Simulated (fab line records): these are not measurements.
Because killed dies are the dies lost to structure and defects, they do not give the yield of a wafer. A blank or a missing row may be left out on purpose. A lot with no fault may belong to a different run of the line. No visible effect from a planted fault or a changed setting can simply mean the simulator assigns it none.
A single fault, viewed from 2 desks    flow gf180mcu    what lay behind the numbers comes last; until then each desk has only its own

== TOOL OWNER'S DESK, implanter-03 ==
The tool's own readings at GF_HV_LDD_IMPLANT_34, given as means over the sampled wafers that have a number, one for each lot that went through this tool. Any lot whose mean is over 4 standard deviations away from the usual mean is out of limits and marked OUT; that distance is given in the brackets.
Columns: A = beam_on_s at GF_HV_LDD_IMPLANT_34, usual 9.98 s; B = faraday_current_uA at GF_HV_LDD_IMPLANT_34, usual 42.4
lot   first seen here  A                B
L782  day 12 10:05     9.95             42.5
L787  day 14 03:13     8.99 (-4.7) OUT  47.0 (+5.3) OUT
L789  day 14 18:09     8.79 (-5.7) OUT  48.0 (+6.5) OUT
L796  day 17 05:56     9.78             43.2
L802  day 18 22:59     9.92             42.7
This desk's finding: out of limits on L787, L789; first on L787, day 14 03:13 (beam_on_s at GF_HV_LDD_IMPLANT_34). L782, L796, L802: within limits.

== THE METROLOGY DESK ==
What the gauges read, lot by lot, whatever tool the lot ran on: means of the sampled wafers that have a number. Any lot whose mean is over 4 standard deviations away from the usual mean is out of limits and marked OUT; that distance is given in the brackets.
Columns: A = cd_nm at GF_HV_LDD_CD_MEAS_19, usual 400.4 nm; B = cd_nm at GF_HV_LDD_CD_MEAS_46, usual 399.6 nm; C = HV_LDD_03_OVL at GF_HV_LDD_OVL_MEAS_47, usual -0.2 nm
lot   first seen here  A      B      C
L779  day 10 16:38     401.8  403.2  1.0
L780  day 10 23:44     401.2  401.4  0.1
L781  day 11 06:53     399.2  400.3  -1.9
L782  day 11 14:08     397.8  400.2  -1.7
L785  day 12 14:50     397.6  396.3  0.8
L787  day 13 06:32     399.8  400.8  0.5
L788  day 13 17:06     399.3  396.1  2.3
L789  day 13 20:04     399.7  399.1  -1.4
L796  day 16 05:52     399.6  399.9  -1.5
L797  day 16 09:10     400.4  400.8  1.2
L798  day 16 20:22     403.3  400.7  -0.4
L799  day 17 05:01     403.9  399.5  -1.0
L801  day 17 21:20     400.3  397.2  1.7
L802  day 17 23:26     399.2  397.3  -1.0
This desk's finding: nothing out of limits on any of the 14 lots.

== PUT TOGETHER ==
On L787, L789, at day 14 03:13, an alarm was possible from the tool owner's desk.
Metrology desk: nothing out of limits seen.
The metrology desk holds a record of L787, L789, inside its limits.
The lots listed all ran GF_HV_LDD_IMPLANT_34 on implanter-03.

== WHAT WAS PUT IN BY THE SIMULATOR ==
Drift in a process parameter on implanter-03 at GF_HV_LDD_IMPLANT_34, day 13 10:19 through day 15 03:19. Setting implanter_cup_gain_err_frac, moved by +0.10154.
Struck lots among those shown: L787, L789.
Delay in hours, fault start to first out-of-limits reading, by desk: the tool owner's desk at 17.
